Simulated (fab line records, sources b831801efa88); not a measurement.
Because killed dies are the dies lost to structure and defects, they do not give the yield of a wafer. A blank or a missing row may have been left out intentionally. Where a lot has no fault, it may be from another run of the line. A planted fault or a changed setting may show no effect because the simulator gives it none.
Code-filled problem report in 8D (eight disciplines) form -- flow sky130 -- the parts of the form that need people (team, actions taken, sign-off) are left out

== 1. THE ISSUE ==
CONTACT_W_RS at SKY_CONTACT_RS_MEAS_25 reads a mean of 0.456 ohm/sq on 3 wafers of 2 lots; wafers without a fault read 0.339 ohm/sq with a standard deviation of 0.0056. That is +21 standard deviations from the usual mean.
The step: measures by four-point-probe.
First observed at day 33 18:50: wafer L397.1, on film metro-04. The record holds 42 wafers of 14 lots with a number at this step. Rule for "out", or "out of limits": more than 4 standard deviations from the usual mean. Any other wafer with a number is counted as sound.

== 2. WHAT THIS IS AND IS NOT ==
question,is,is not
which readings at this step,CONTACT_W_RS,-
which lots,"L397, L403","L393, L394, L395, L396, L398, L399, L406, L407, L408, L409, L410, L412"
which wafers of those lots,"L397.1, L397.3, L403.1","L397.4, L403.4, L403.6"
read on which gauges,"film metro-01, film metro-04",film metro-02
when,from day 33 18:50,"up to then (16 sound wafers); but 23 sound wafers of L399, L403, L406, L407, L408, L409, L410, L412 came after"

== 3. THE SUSPECTS, EACH WITH WHAT RULES IT OUT ==
Counting: if a tool at a process step up to the reading ran every lot that is out, it stays a suspect. Sound lots after the first of them don't rule it out here, since some wafers of a struck lot are sound.
- ruled out: the gauge at SKY_CONTACT_RS_MEAS_25. 2 gauges (film metro-01, film metro-04) read the wafers that are out.
- cvd w-01 at SKY_CONTACT_CVD_24 (deposits W, target thk 340 nm, time 102.12 s): kept. Every lot that is out went through it, the first being L397 (day 33 18:43); the last sound lot it ran before that was L395 (day 33 00:02).
- The sound lot-mates ran in chamber 1 of cvd w-01 at SKY_CONTACT_CVD_24, but the wafers that are out ran in chamber 0.
Remaining after the count: cvd w-01 at SKY_CONTACT_CVD_24.

== 4. THE CAUSE (what the simulator had put in) ==
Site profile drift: cvd w-01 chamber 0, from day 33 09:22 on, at SKY_CONTACT_CVD_24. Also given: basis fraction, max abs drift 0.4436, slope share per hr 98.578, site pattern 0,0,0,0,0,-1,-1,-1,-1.
This tool alone remained once counting was done.

== 5. SEQUENCE OF EFFECTS, ordered by route ==
Each row: a reading whose mean over the struck wafers that have a number lies more than 3 standard deviations from the usual. Only readings whose record carries a usual standard deviation are examined. hours: median over the lots of the time between each lot's start at the first step of this table that gives one and its start at this step. sigmas: the change, counted in usual standard deviations.
hours,step,reading,usual,on struck wafers,change,sigmas
0,SKY_CONTACT_RS_MEAS_25,CONTACT_W_RS,0.339 ohm/sq,0.456,+0.117,+21
0,SKY_CONTACT_THK_MEAS_26,CONTACT_W_THK,337 nm,275,-62,-9.3

== 6. HOW IT WOULD HAVE BEEN CAUGHT EARLIER ==
In this record the first reading out of limits at a measuring or inspecting step was taken at day 33 18:50, 9 hours after the fault began at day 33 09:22.
An alarm limit of 4 standard deviations would not have fired on the tool readings at SKY_CONTACT_CVD_24 for which the record gives a usual standard deviation, since none of them was out on any struck wafer.
Lots out: 2; of these, L403 started SKY_CONTACT_CVD_24 on cvd w-01 after day 33 18:50. It would have been spared by a hold on the tool at that moment.
